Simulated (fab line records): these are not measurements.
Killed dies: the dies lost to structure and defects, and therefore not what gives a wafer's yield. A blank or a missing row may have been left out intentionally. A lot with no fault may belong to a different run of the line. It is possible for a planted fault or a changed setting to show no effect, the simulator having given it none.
Which of the tools did it? || flow sfqLine || 42 wafers from 14 lots sampled at 4 of the route's 325 steps

WHAT EACH GAUGE READ, for each wafer
The record holds no reading of a measuring or inspecting step that can be judged against a usual standard deviation.

EACH LOT AND THE TOOL THAT RAN IT (in order: tool; ch and the chambers of the sampled wafers; start)
{"lot": "L982", "SFQ_TRILAYER_I4_DEP_PECVD_099": "pecvd-04 ch 0,1,2, day 34 14:52", "SFQ_TRILAYER_I4_METRO_MEASURE_101": "filmMetro-02, day 35 11:03", "SFQ_TRILAYER_I4_VIA_ETCH_VIA_ETCH_106": "rieDiel-02 ch 1,2,3, day 37 14:35", "SFQ_TRILAYER_JJ_CE_LITHO_EXPOSE_115": "krfScanner-01 ch 0, day 40 06:58"}
{"lot": "L983", "SFQ_TRILAYER_I4_DEP_PECVD_099": "pecvd-04 ch 0,1,2, day 35 08:50", "SFQ_TRILAYER_I4_METRO_MEASURE_101": "filmMetro-02, day 36 01:48", "SFQ_TRILAYER_I4_VIA_ETCH_VIA_ETCH_106": "rieDiel-02 ch 0,2,3, day 38 13:56", "SFQ_TRILAYER_JJ_CE_LITHO_EXPOSE_115": "krfScanner-01 ch 0, day 41 06:28"}
{"lot": "L987", "SFQ_TRILAYER_I4_DEP_PECVD_099": "pecvd-04 ch 0,1,2, day 36 09:37", "SFQ_TRILAYER_I4_METRO_MEASURE_101": "filmMetro-03, day 37 08:00", "SFQ_TRILAYER_I4_VIA_ETCH_VIA_ETCH_106": "rieDiel-02 ch 2,3, day 39 21:08", "SFQ_TRILAYER_JJ_CE_LITHO_EXPOSE_115": "krfScanner-01 ch 0, day 42 12:40"}
{"lot": "L988", "SFQ_TRILAYER_I4_DEP_PECVD_099": "pecvd-03 ch 0,1,2, day 36 12:01", "SFQ_TRILAYER_I4_METRO_MEASURE_101": "filmMetro-02, day 37 11:12", "SFQ_TRILAYER_I4_VIA_ETCH_VIA_ETCH_106": "rieDiel-04 ch 1,3, day 39 23:32", "SFQ_TRILAYER_JJ_CE_LITHO_EXPOSE_115": "krfScanner-01 ch 0, day 42 16:28"}
{"lot": "L989", "SFQ_TRILAYER_I4_DEP_PECVD_099": "pecvd-04 ch 0,1,2, day 36 12:26", "SFQ_TRILAYER_I4_METRO_MEASURE_101": "filmMetro-04, day 37 13:27", "SFQ_TRILAYER_I4_VIA_ETCH_VIA_ETCH_106": "rieDiel-04 ch 1,2,3, day 40 03:08", "SFQ_TRILAYER_JJ_CE_LITHO_EXPOSE_115": "krfScanner-01, day 42 21:36"}
{"lot": "L990", "SFQ_TRILAYER_I4_DEP_PECVD_099": "pecvd-01 ch 1,2, day 37 08:19", "SFQ_TRILAYER_I4_METRO_MEASURE_101": "filmMetro-02, day 38 13:27", "SFQ_TRILAYER_I4_VIA_ETCH_VIA_ETCH_106": "rieDiel-02 ch 0,2, day 41 04:26", "SFQ_TRILAYER_JJ_CE_LITHO_EXPOSE_115": "krfScanner-01, day 44 02:12"}
{"lot": "L991", "SFQ_TRILAYER_I4_DEP_PECVD_099": "pecvd-04 ch 0,1, day 38 19:40", "SFQ_TRILAYER_I4_METRO_MEASURE_101": "filmMetro-04, day 39 13:48", "SFQ_TRILAYER_I4_VIA_ETCH_VIA_ETCH_106": "rieDiel-04 ch 2,3, day 42 00:50", "SFQ_TRILAYER_JJ_CE_LITHO_EXPOSE_115": "krfScanner-01 ch 0, day 45 01:45"}
{"lot": "L992", "SFQ_TRILAYER_I4_DEP_PECVD_099": "pecvd-04 ch 0,1, day 39 08:52", "SFQ_TRILAYER_I4_METRO_MEASURE_101": "filmMetro-04, day 40 05:46", "SFQ_TRILAYER_I4_VIA_ETCH_VIA_ETCH_106": "rieDiel-01 ch 1,3, day 43 01:35", "SFQ_TRILAYER_JJ_CE_LITHO_EXPOSE_115": "krfScanner-01 ch 0, day 46 06:52"}
{"lot": "L995", "SFQ_TRILAYER_I4_DEP_PECVD_099": "pecvd-04 ch 0,2, day 40 22:04", "SFQ_TRILAYER_I4_METRO_MEASURE_101": "filmMetro-04, day 41 14:58", "SFQ_TRILAYER_I4_VIA_ETCH_VIA_ETCH_106": "rieDiel-02 ch 0,2, day 44 14:08", "SFQ_TRILAYER_JJ_CE_LITHO_EXPOSE_115": "krfScanner-01 ch 0, day 47 22:03"}
{"lot": "L997", "SFQ_TRILAYER_I4_DEP_PECVD_099": "pecvd-01 ch 0,1,2, day 41 02:52", "SFQ_TRILAYER_I4_METRO_MEASURE_101": "filmMetro-04, day 41 23:00", "SFQ_TRILAYER_I4_VIA_ETCH_VIA_ETCH_106": "rieDiel-01 ch 1,2, day 44 23:44", "SFQ_TRILAYER_JJ_CE_LITHO_EXPOSE_115": "krfScanner-01 ch 0, day 48 11:21"}
{"lot": "L998", "SFQ_TRILAYER_I4_DEP_PECVD_099": "pecvd-04 ch 1,2, day 42 04:10", "SFQ_TRILAYER_I4_METRO_MEASURE_101": "filmMetro-04, day 42 16:48", "SFQ_TRILAYER_I4_VIA_ETCH_VIA_ETCH_106": "rieDiel-01 ch 0,2, day 45 21:38", "SFQ_TRILAYER_JJ_CE_LITHO_EXPOSE_115": "krfScanner-01 ch 0, day 49 23:23"}
{"lot": "L100", "SFQ_TRILAYER_I4_DEP_PECVD_099": "pecvd-01 ch 1,2, day 43 06:05", "SFQ_TRILAYER_I4_METRO_MEASURE_101": "filmMetro-03, day 43 16:37", "SFQ_TRILAYER_I4_VIA_ETCH_VIA_ETCH_106": "rieDiel-02 ch 1,2,3, day 46 20:26", "SFQ_TRILAYER_JJ_CE_LITHO_EXPOSE_115": "krfScanner-01 ch 0, day 51 05:23"}
{"lot": "L103", "SFQ_TRILAYER_I4_DEP_PECVD_099": "pecvd-03 ch 0,1,2, day 44 17:26", "SFQ_TRILAYER_I4_METRO_MEASURE_101": "filmMetro-02, day 44 23:07", "SFQ_TRILAYER_I4_VIA_ETCH_VIA_ETCH_106": "rieDiel-01 ch 0,2,3, day 48 11:31", "SFQ_TRILAYER_JJ_CE_LITHO_EXPOSE_115": "krfScanner-01 ch 0, day 53 02:55"}
{"lot": "L104", "SFQ_TRILAYER_I4_DEP_PECVD_099": "pecvd-03 ch 0,1,2, day 45 08:07", "SFQ_TRILAYER_I4_METRO_MEASURE_101": "filmMetro-04, day 45 14:07", "SFQ_TRILAYER_I4_VIA_ETCH_VIA_ETCH_106": "rieDiel-01 ch 0,1,2, day 49 12:58", "SFQ_TRILAYER_JJ_CE_LITHO_EXPOSE_115": "krfScanner-01 ch 0, day 54 07:55"}
- SFQ_TRILAYER_I4_DEP_PECVD_099: deposits SiO2 from SiH4/N2O, time 111.11 s, target thk 500 nm.
- SFQ_TRILAYER_I4_METRO_MEASURE_101
- SFQ_TRILAYER_I4_VIA_ETCH_VIA_ETCH_106: etches SiO2 in CHF3, stops on Nb, target depth 260 nm.
- SFQ_TRILAYER_JJ_CE_LITHO_EXPOSE_115: exposes mask J5, target cd 700 nm.

AS READ BY THE TOOLS THEMSELVES (means over the sampled wafers that have a number; for cases with no such wafer, the mark the record gives instead)
SFQ_TRILAYER_I4_DEP_PECVD_099. Usual: chamberPressureTorr 2.400 Torr, standard deviation 0.0053; heaterPowerOuterW 29 W, standard deviation 11; heaterPowerW 79 W, standard deviation 12; throttleValvePct 25.0 %, standard deviation 1.3.
{"lot": "L982", "tool": "pecvd-04", "chamberPressureTorr (Torr)": 2.400, "heaterPowerOuterW (W)": 27, "heaterPowerW (W)": 77, "throttleValvePct (%)": 25.3, "flag": ""}
{"lot": "L983", "tool": "pecvd-04", "chamberPressureTorr (Torr)": 2.401, "heaterPowerOuterW (W)": 26, "heaterPowerW (W)": 77, "throttleValvePct (%)": 25.3, "flag": ""}
{"lot": "L987", "tool": "pecvd-04", "chamberPressureTorr (Torr)": 2.402, "heaterPowerOuterW (W)": 24, "heaterPowerW (W)": 73, "throttleValvePct (%)": 25.6, "flag": ""}
{"lot": "L988", "tool": "pecvd-03", "chamberPressureTorr (Torr)": 2.405, "heaterPowerOuterW (W)": 37, "heaterPowerW (W)": 90, "throttleValvePct (%)": 24.3, "flag": ""}
{"lot": "L989", "tool": "pecvd-04", "chamberPressureTorr (Torr)": "-", "heaterPowerOuterW (W)": "-", "heaterPowerW (W)": "-", "throttleValvePct (%)": "-", "flag": "OFF"}
{"lot": "L990", "tool": "pecvd-01", "chamberPressureTorr (Torr)": "-", "heaterPowerOuterW (W)": "-", "heaterPowerW (W)": "-", "throttleValvePct (%)": "-", "flag": "OFF"}
{"lot": "L991", "tool": "pecvd-04", "chamberPressureTorr (Torr)": 2.404, "heaterPowerOuterW (W)": 30, "heaterPowerW (W)": 82, "throttleValvePct (%)": 26.6, "flag": ""}
{"lot": "L992", "tool": "pecvd-04", "chamberPressureTorr (Torr)": 2.405, "heaterPowerOuterW (W)": 30, "heaterPowerW (W)": 81, "throttleValvePct (%)": 26.5, "flag": ""}
{"lot": "L995", "tool": "pecvd-04", "chamberPressureTorr (Torr)": 2.407, "heaterPowerOuterW (W)": 21, "heaterPowerW (W)": 75, "throttleValvePct (%)": 26.2, "flag": ""}
{"lot": "L997", "tool": "pecvd-01", "chamberPressureTorr (Torr)": 2.400, "heaterPowerOuterW (W)": 29, "heaterPowerW (W)": 73, "throttleValvePct (%)": 23.5, "flag": ""}
{"lot": "L998", "tool": "pecvd-04", "chamberPressureTorr (Torr)": 2.395, "heaterPowerOuterW (W)": 30, "heaterPowerW (W)": 77, "throttleValvePct (%)": 24.8, "flag": ""}
{"lot": "L100", "tool": "pecvd-01", "chamberPressureTorr (Torr)": 2.398, "heaterPowerOuterW (W)": 24, "heaterPowerW (W)": 69, "throttleValvePct (%)": 23.8, "flag": ""}
{"lot": "L103", "tool": "pecvd-03", "chamberPressureTorr (Torr)": 2.397, "heaterPowerOuterW (W)": 39, "heaterPowerW (W)": 92, "throttleValvePct (%)": 24.8, "flag": ""}
{"lot": "L104", "tool": "pecvd-03", "chamberPressureTorr (Torr)": 2.396, "heaterPowerOuterW (W)": 39, "heaterPowerW (W)": 93, "throttleValvePct (%)": 24.7, "flag": ""}

SFQ_TRILAYER_I4_VIA_ETCH_VIA_ETCH_106. Usual: drypumpMotorCurrentA 5.4 A, standard deviation 0.35; oesProductAu 0.855 a.u., standard deviation 0.0049.
{"lot": "L982", "tool": "rieDiel-02", "drypumpMotorCurrentA (A)": 5.7, "oesProductAu (a.u.)": 0.857, "flag": ""}
{"lot": "L983", "tool": "rieDiel-02", "drypumpMotorCurrentA (A)": 5.9, "oesProductAu (a.u.)": 0.851, "flag": ""}
{"lot": "L987", "tool": "rieDiel-02", "drypumpMotorCurrentA (A)": 6.0, "oesProductAu (a.u.)": 0.857, "flag": ""}
{"lot": "L988", "tool": "rieDiel-04", "drypumpMotorCurrentA (A)": 5.4, "oesProductAu (a.u.)": 0.855, "flag": ""}
{"lot": "L989", "tool": "rieDiel-04", "drypumpMotorCurrentA (A)": 5.3, "oesProductAu (a.u.)": 0.375, "flag": "OFF"}
{"lot": "L990", "tool": "rieDiel-02", "drypumpMotorCurrentA (A)": 5.9, "oesProductAu (a.u.)": 0.370, "flag": "OFF"}
{"lot": "L991", "tool": "rieDiel-04", "drypumpMotorCurrentA (A)": 5.0, "oesProductAu (a.u.)": 0.854, "flag": ""}
{"lot": "L992", "tool": "rieDiel-01", "drypumpMotorCurrentA (A)": 5.3, "oesProductAu (a.u.)": 0.852, "flag": ""}
{"lot": "L995", "tool": "rieDiel-02", "drypumpMotorCurrentA (A)": 5.8, "oesProductAu (a.u.)": 0.856, "flag": ""}
{"lot": "L997", "tool": "rieDiel-01", "drypumpMotorCurrentA (A)": 5.5, "oesProductAu (a.u.)": 0.854, "flag": ""}
{"lot": "L998", "tool": "rieDiel-01", "drypumpMotorCurrentA (A)": 5.3, "oesProductAu (a.u.)": 0.856, "flag": ""}
{"lot": "L100", "tool": "rieDiel-02", "drypumpMotorCurrentA (A)": 5.7, "oesProductAu (a.u.)": 0.859, "flag": ""}
{"lot": "L103", "tool": "rieDiel-01", "drypumpMotorCurrentA (A)": 5.4, "oesProductAu (a.u.)": 0.861, "flag": ""}
{"lot": "L104", "tool": "rieDiel-01", "drypumpMotorCurrentA (A)": 5.4, "oesProductAu (a.u.)": 0.847, "flag": ""}

SFQ_TRILAYER_JJ_CE_LITHO_EXPOSE_115. Usual: exposureDoseMJCm2 14.396, standard deviation 0.015; focusOffsetNm 0.1 nm, standard deviation 0.6.
{"lot": "L982", "tool": "krfScanner-01", "exposureDoseMJCm2": 14.396, "focusOffsetNm (nm)": 0.8, "flag": ""}
{"lot": "L983", "tool": "krfScanner-01", "exposureDoseMJCm2": 14.394, "focusOffsetNm (nm)": 0.1, "flag": ""}
{"lot": "L987", "tool": "krfScanner-01", "exposureDoseMJCm2": 14.382, "focusOffsetNm (nm)": 0.3, "flag": ""}
{"lot": "L988", "tool": "krfScanner-01", "exposureDoseMJCm2": 14.402, "focusOffsetNm (nm)": 0.3, "flag": ""}
{"lot": "L989", "tool": "krfScanner-01", "exposureDoseMJCm2": "-", "focusOffsetNm (nm)": "-", "flag": "OFF"}
{"lot": "L990", "tool": "krfScanner-01", "exposureDoseMJCm2": "-", "focusOffsetNm (nm)": "-", "flag": "OFF"}
{"lot": "L991", "tool": "krfScanner-01", "exposureDoseMJCm2": 14.397, "focusOffsetNm (nm)": -0.7, "flag": ""}
{"lot": "L992", "tool": "krfScanner-01", "exposureDoseMJCm2": 14.396, "focusOffsetNm (nm)": 0.9, "flag": ""}
{"lot": "L995", "tool": "krfScanner-01", "exposureDoseMJCm2": 14.396, "focusOffsetNm (nm)": 0.1, "flag": ""}
{"lot": "L997", "tool": "krfScanner-01", "exposureDoseMJCm2": 14.388, "focusOffsetNm (nm)": -0.1, "flag": ""}
{"lot": "L998", "tool": "krfScanner-01", "exposureDoseMJCm2": 14.390, "focusOffsetNm (nm)": 0.1, "flag": ""}
{"lot": "L100", "tool": "krfScanner-01", "exposureDoseMJCm2": 14.404, "focusOffsetNm (nm)": 0.0, "flag": ""}
{"lot": "L103", "tool": "krfScanner-01", "exposureDoseMJCm2": 14.407, "focusOffsetNm (nm)": 0.6, "flag": ""}
{"lot": "L104", "tool": "krfScanner-01", "exposureDoseMJCm2": 14.395, "focusOffsetNm (nm)": 0.0, "flag": ""}

THE ANSWER, worked out from the rows above alone
Rule: a lot is off if the mean of its wafers that have a number lies more than 3 standard deviations from the usual mean. Also off: a lot with no number at a reading for which 4 or more lots have one. Where the step has rows for the other lots, those lots are counted as sound. The gauges are gone through in route order, then the tools' own readings, and for those a lot's mean is taken as printed above. At the first step where some lot is off, the reading lying furthest off is the one used; lots without a number count as furthest.
Off, at SFQ_TRILAYER_I4_DEP_PECVD_099 on chamberPressureTorr: L989, L990. Without a number there: L989, L990.
If a tool, at that step or one of the process steps before it, ran each lot that is off and ran no sound lot following the first of them, it fits. Of those tried, none fits.

WHAT WAS PUT IN BY THE SIMULATOR
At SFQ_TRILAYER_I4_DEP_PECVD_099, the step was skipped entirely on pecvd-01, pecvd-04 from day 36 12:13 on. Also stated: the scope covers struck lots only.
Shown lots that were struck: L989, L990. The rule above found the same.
